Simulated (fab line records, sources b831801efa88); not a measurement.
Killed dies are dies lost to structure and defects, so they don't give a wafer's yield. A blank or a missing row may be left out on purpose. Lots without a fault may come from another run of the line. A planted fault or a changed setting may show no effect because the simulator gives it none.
Problem report in the 8D (eight disciplines) form, filled by code | flow sky130 | the parts of the form that need people (team, actions taken, sign-off) are left out

1. THE PROBLEM
spike_tc_upper_C at SKY_SONOS_ONO_OXIDATION_00 reads a mean of 765.9 C on 6 wafers of 2 lots; wafers without a fault read 799.4 C with a standard deviation of 1.1. That is -30 standard deviations from the usual mean.
The step: stabilise 600 s, purge 300 s, target thk 2.6 nm.
First seen on wafer L535.1, day 16 07:13, on furnace-02. The record holds 18 wafers of 6 lots with a number at this step. Rule for "out", or "out of limits": more than 4 standard deviations from the usual mean. The other wafers with a number count as sound.

2. WHAT IT IS AND WHAT IT IS NOT
question                    | is                                     | is not
which readings at this step | spike_tc_upper_C, zone_power_upper_pct | -
which lots                  | L535, L538                             | L523, L529, L539, L543
which wafers of those lots  | all that have a number                 | -
read on which tools         | furnace-02                             | furnace-01
when                        | from day 16 07:13                      | up to then (6 sound wafers); but 6 sound wafers of L539, L543 came after

3. SUSPECTS, AND WHAT RULES EACH OUT
Counting: a tool at a process step up to the reading stays a suspect if it ran every lot that is out and no sound lot after the first of them.
- furnace-02 at SKY_SONOS_ONO_OXIDATION_00 (stabilise 600 s, purge 300 s, target thk 2.6 nm): kept. It ran every lot that is out, first L535 (day 16 07:13), and no sound lot after that; its last sound lot up to then is L523 (day 12 01:55). Its own readings are out on those wafers: spike_tc_upper_C, zone_power_upper_pct.
Left after counting: furnace-02 at SKY_SONOS_ONO_OXIDATION_00.

4. THE CAUSE (what the simulator had put in)
Process parameter drift: furnace-02, from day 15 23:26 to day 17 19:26, at SKY_SONOS_ONO_OXIDATION_00. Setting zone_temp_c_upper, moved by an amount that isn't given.
Counting left only this tool.

5. THE CHAIN OF EFFECTS, in route order
Each row: a reading whose mean over the struck wafers that have a number lies more than 3 standard deviations from the usual. Only readings for which the record gives a usual standard deviation are gone through. hours: the time from each lot's start at the first step in this table that gives one to its start at this step, as a median over the lots. sigmas: the change in usual standard deviations.
hours | step                       | reading              | usual   | on struck wafers | change | sigmas
0     | SKY_SONOS_ONO_OXIDATION_00 | spike_tc_upper_C     | 799.4 C | 765.9            | -33.5  | -30
0     | SKY_SONOS_ONO_OXIDATION_00 | zone_power_upper_pct | 13.8 %  | 3.4              | -10.4  | -20
The process steps in it:
- SKY_SONOS_ONO_OXIDATION_00: stabilise 600 s, purge 300 s, target thk 2.6 nm.
Later measuring or inspecting steps at which every struck wafer that the step has a row for has a number for every such reading, and none has moved that far: SKY_SONOS_ONO_THK_MEAS_01, SKY_SONOS_ONO_THK_MEAS_03, SKY_SONOS_ONO_THK_MEAS_05, SKY_SONOS_ONO_CD_MEAS_13, SKY_SONOS_ONO_OVL_MEAS_14, SKY_GATE_OXIDE_THK_MEAS_02, SKY_GATE_OXIDE_OVL_MEAS_10.

6. WHAT WOULD HAVE CAUGHT IT SOONER
In this record the first reading out of limits was taken at day 16 07:13, 8 hours after the fault began at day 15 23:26.
